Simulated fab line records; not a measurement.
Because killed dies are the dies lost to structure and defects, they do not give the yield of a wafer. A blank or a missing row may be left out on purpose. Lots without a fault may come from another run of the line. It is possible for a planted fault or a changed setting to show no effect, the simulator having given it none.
Split-lot study + flow sky130 + 23 wafers read across 5 lots, on a route 708 steps long

ABOUT THE SPLIT
At SKY_NWELL_IMPLANT_11, the setting dose_cm2 was moved away from the recipe's 1.9e+13 on 9 of the 23 wafers read, by -7.1% to +4.6%. This setting was run at the recipe's value on the other wafers.

FROM THE SPLIT TO THE READING: what the file shows between them, 3 steps
- SKY_NWELL_IMPLANT_24 (also split here: energy_kev)
- SKY_NWELL_CLEAN_27: cleans in SC1/SC2, time 150 s (also split here: time_s)
- SKY_NWELL_RTA_28: time 30 s

THE READING
NWELL_RS in ohm/sq, measured at SKY_NWELL_RS_MEAS_29 by four-point-probe. A value of 624.3 ohm/sq with a standard deviation of 1.4 ohm/sq is what fault-free wafers of this fab line usually give.

| wafer  | tool, chamber at the split | dose_cm2 as run | against the recipe | NWELL_RS, ohm/sq | against lot-mates on the recipe |
|--------|----------------------------|-----------------|--------------------|------------------|---------------------------------|
| L074.2 | implanter-04, 0            | 1.765e+13       | -7.1%              | 650.7            | +26.1                           |
| L074.3 | implanter-04, 0            | 1.9e+13         | recipe             | 624.6            | -                               |
| L074.4 | implanter-04, 0            | 1.9e+13         | recipe             | 624.9            | -                               |
| L074.5 | implanter-04, 0            | 1.9e+13         | recipe             | 624.2            | -                               |
| L074.6 | implanter-04, 0            | 1.765e+13       | -7.1%              | 651.9            | +27.3                           |
| L078.1 | implanter-02, 0            | 1.9e+13         | recipe             | 624.8            | -                               |
| L078.3 | implanter-02, 0            | 1.9e+13         | recipe             | 623.8            | -                               |
| L078.4 | implanter-02, 0            | 1.9e+13         | recipe             | 626.0            | -                               |
| L080.1 | implanter-02, 0            | 1.9e+13         | recipe             | 621.2            | -                               |
| L080.3 | implanter-02, 0            | 1.783e+13       | -6.2%              | 644.5            | +22.1                           |
| L080.4 | implanter-02, 0            | 1.9e+13         | recipe             | 623.5            | -                               |
| L080.5 | implanter-02, 0            | 1.783e+13       | -6.2%              | 644.8            | +22.4                           |
| L080.6 | implanter-02, 0            | 1.783e+13       | -6.2%              | 643.3            | +20.9                           |
| L082.1 | implanter-02, 0            | 1.9e+13         | recipe             | 624.5            | -                               |
| L082.2 | implanter-02, 0            | 1.946e+13       | +2.4%              | 616.4            | -7.7                            |
| L082.3 | implanter-02, 0            | 1.946e+13       | +2.4%              | 615.7            | -8.4                            |
| L082.4 | implanter-02, 0            | 1.9e+13         | recipe             | 623.8            | -                               |
| L082.6 | implanter-02, 0            | 1.9e+13         | recipe             | 623.9            | -                               |
| L083.1 | implanter-03, 0            | 1.9e+13         | recipe             | 623.3            | -                               |
| L083.2 | implanter-03, 0            | 1.988e+13       | +4.6%              | 607.2            | -15.6                           |
| L083.3 | implanter-03, 0            | 1.988e+13       | +4.6%              | 609.4            | -13.4                           |
| L083.4 | implanter-03, 0            | 1.9e+13         | recipe             | 622.4            | -                               |
| L083.6 | implanter-03, 0            | 1.9e+13         | recipe             | 622.6            | -                               |

THE FIT
A straight line over all 23 wafers: NWELL_RS changes by -3.51 ohm/sq for each +1% of dose_cm2; r = -0.99; the points scatter about the line by 1.4 ohm/sq.
The same after taking each lot's own level away (the mean of its wafers on the recipe; 23 wafers): -3.52 ohm/sq for each +1%; r = -1.00; scatter 0.99 ohm/sq.
The reading moves by 25 ohm/sq for the largest change in dose_cm2, on that fit.
Measured against the standard deviation above, the lots' own levels, which go from 622.35 to 624.87 ohm/sq, span 1.8 times it.
So the lot-to-lot level changes the slope little: the two slopes agree.
Check: with one of the wafers moved furthest among these (-7.1%) left out of the fit, the line predicts +25.2 ohm/sq for it against its lot-mates. Against them it came out at +26.1 ohm/sq.

OTHER SPLITS ON THESE WAFERS
Note: prior to the reading, these wafers also went through further splits. Each is held against what the fit with the lots' levels taken away leaves over:
| other split on the same wafers    | wafers away from the commonest value | r with NWELL_RS (lot level and that fit taken away) |
|-----------------------------------|--------------------------------------|-----------------------------------------------------|
| SKY_FIELD_ISO_OXIDATION_01 temp_c | 10                                   | +0.23                                               |
| SKY_NWELL_OXIDATION_01 ox_time_s  | 15                                   | +0.28                                               |
| SKY_PWDE_COAT_02 spin_rpm         | 10                                   | +0.00                                               |
| SKY_NWELL_IMPLANT_24 energy_kev   | 8                                    | +0.07                                               |
| SKY_NWELL_CLEAN_27 time_s         | 15                                   | -0.25                                               |

FILE'S OWN FIT
NWELL_RS changes by -3.55 ohm/sq for each +1% of dose_cm2, r = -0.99.
